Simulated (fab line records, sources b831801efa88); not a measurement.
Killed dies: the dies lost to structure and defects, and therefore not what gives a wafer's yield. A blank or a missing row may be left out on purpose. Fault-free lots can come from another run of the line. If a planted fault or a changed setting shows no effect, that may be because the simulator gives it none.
Struck lot and sound lot, side by side | flow sky130 | 15 steps out of a route of 708
Sound: these wafers, L464.2, L464.3, L464.5. Struck: wafer L473.5 (L473.2, L473.6, from the same lot, were not struck and are left out); the cause is given at the end.
For every step that has rows: the tool of each side, followed by ch and its chambers, followed by its first start. Under that, the readings that differ: sound wafers | struck wafers | difference of the means | sigmas: that difference in standard deviations of wafers without a fault.
alike: readings whose means differ by less than 2 such deviations, and words and numbers that are the same on both sides. not compared: withheld readings, readings that some wafer has no value for, bounds like >300 that may hide the same value, and numbers for which the record gives no deviation and whose values overlap.
The two part at a step that has a row with sigmas, a row that says differs or no value, or rows on one side only. When numbers do not overlap yet have no deviation, they are printed without sigmas and do not part them. A reading that every wafer of one side lacks parts them only if that side has two wafers or more.

SKY_VIA2_CD_MEAS_12: the cd target is 200 nm.
  sound: cd sem-02 at day 36 19:56; struck: cd sem-01 at day 39 23:22
  reading    | sound             | struck | difference | sigmas
  cd nm (nm) | 201.5 201.9 201.8 | 198.5  | -3.2       | -2
SKY_VIA2_OVL_MEAS_13:
  sound: overlay-02 at day 36 20:02; struck: overlay-01 at day 39 23:29
  alike: VIA2_OVL
SKY_VIA2_ETCH_14: etches BARC in N2/H2, stops on SiO2, time 45.9 s, target depth 60 nm.
  sound on rie diel-01 ch 0,1,2, day 36 20:04; struck on rie diel-03 ch 0, day 39 23:31
  alike: drypump motor current A, oes product au, throttle valve pct
  not compared: rf hours counter h
SKY_VIA2_ETCH_15: etches SiO2 in C4F8/O2/Ar, stops on TiN, target depth 546 nm, time 84 s.
  sound on rie diel-01 ch 0,1,2, day 36 20:07; struck on rie diel-03 ch 0, day 39 23:33
  alike: oes product au
  not compared: rf hours counter h
SKY_VIA2_STRIP_16: strips in O2/N2.
  sound on plasma asher-01 ch 0,1, day 36 20:10; struck on plasma asher-04 ch 0, day 39 23:37
  alike: drypump motor current A, oes product au, strip time to endpoint s
  not compared: rf hours counter h
then, 3 steps without rows for these wafers: SKY_VIA2_STRIP_17 (strips in post etch residue remover, time 1200 s); SKY_VIA2_CLEAN_18 (cleans in IPA, time 180 s); SKY_VIA2_CLEAN_19 (cleans in O3/DIW).
SKY_VIA2_SPUTTER_20: material TiN, target thk 20 nm, time 80 s.
  sound: pvd sputter-03 at day 36 20:49; struck: pvd sputter-03 at day 40 00:14
  reading                | sound          | struck | difference | sigmas
  throttle valve pct (%) | 28.5 31.8 29.1 | 32.2   | +2.4       | +2
then, 1 step without rows for these wafers: SKY_VIA2_CVD_21 (deposits W, target thk 420 nm, time 126.4 s).
SKY_VIA2_RS_MEAS_22: uses a four-point probe to measure.
  sound: film metro-02 at day 36 21:02; struck: film metro-01 at day 40 00:35
  reading            | sound             | struck | difference | sigmas
  VIA2_W_RS (ohm/sq) | 0.263 0.264 0.264 | 0.272  | +0.008     | +3
SKY_VIA2_THK_MEAS_23: measures by xrf.
  sound: film metro-02 at day 36 21:08; struck: film metro-01 at day 40 00:42
  alike: VIA2_W_THK
SKY_VIA2_CMP_24: polishes, stops on SiO2, t overpolish 20 s, target thk 0 nm.
  sound on cmp-01 ch 0,1,2, day 36 21:11; struck on cmp-02 ch 2, day 40 00:51
  reading              | sound                | struck | difference | sigmas
  overpolish run s (s) | 19.996 20.002 20.001 | 27.285 | +7.285     | +99 or more
  t overpolish s (s)   | 20 20 20             | 27.29  | +7.29      |
  alike: motor current A, time to endpoint s
SKY_METAL3_SPUTTER_00: material Ti, target thk 15 nm, time 10 s.
  sound: pvd sputter-01 at day 36 21:29; struck: pvd sputter-02 at day 40 01:03
  alike: throttle valve pct
-- the record jumps here: 9 days lie between the struck wafers' starts before and after (it left off in module METAL3 and takes up again in module PAD_OPEN, whose first step shown is number 708 of the route) --
SKY_PAD_OPEN_PROBE_99:
  sound: prober-02 at day 46 09:03; struck: prober-01 at day 48 21:32
  reading                 | sound          | struck | difference | sigmas
  killed open             | 58 53 42       | 30     | -21        | -3
  sort_bin_5_function (%) | 10.8 10.8 10.6 | 7.9    | -2.8       | -2
  alike: defect limited yield, killed_at_M0_to_M3, killed_at_M4_up, killed at contacts, killed at front end, killed dies, killed short, sort_bin_3_pad_short, sort_bin_6_memory, sort n pass, sort yield pct

## WHERE THEY PART
Earliest at SKY_VIA2_CD_MEAS_12; latest, in this record, at SKY_PAD_OPEN_PROBE_99.

WHY: whatever the simulator had introduced
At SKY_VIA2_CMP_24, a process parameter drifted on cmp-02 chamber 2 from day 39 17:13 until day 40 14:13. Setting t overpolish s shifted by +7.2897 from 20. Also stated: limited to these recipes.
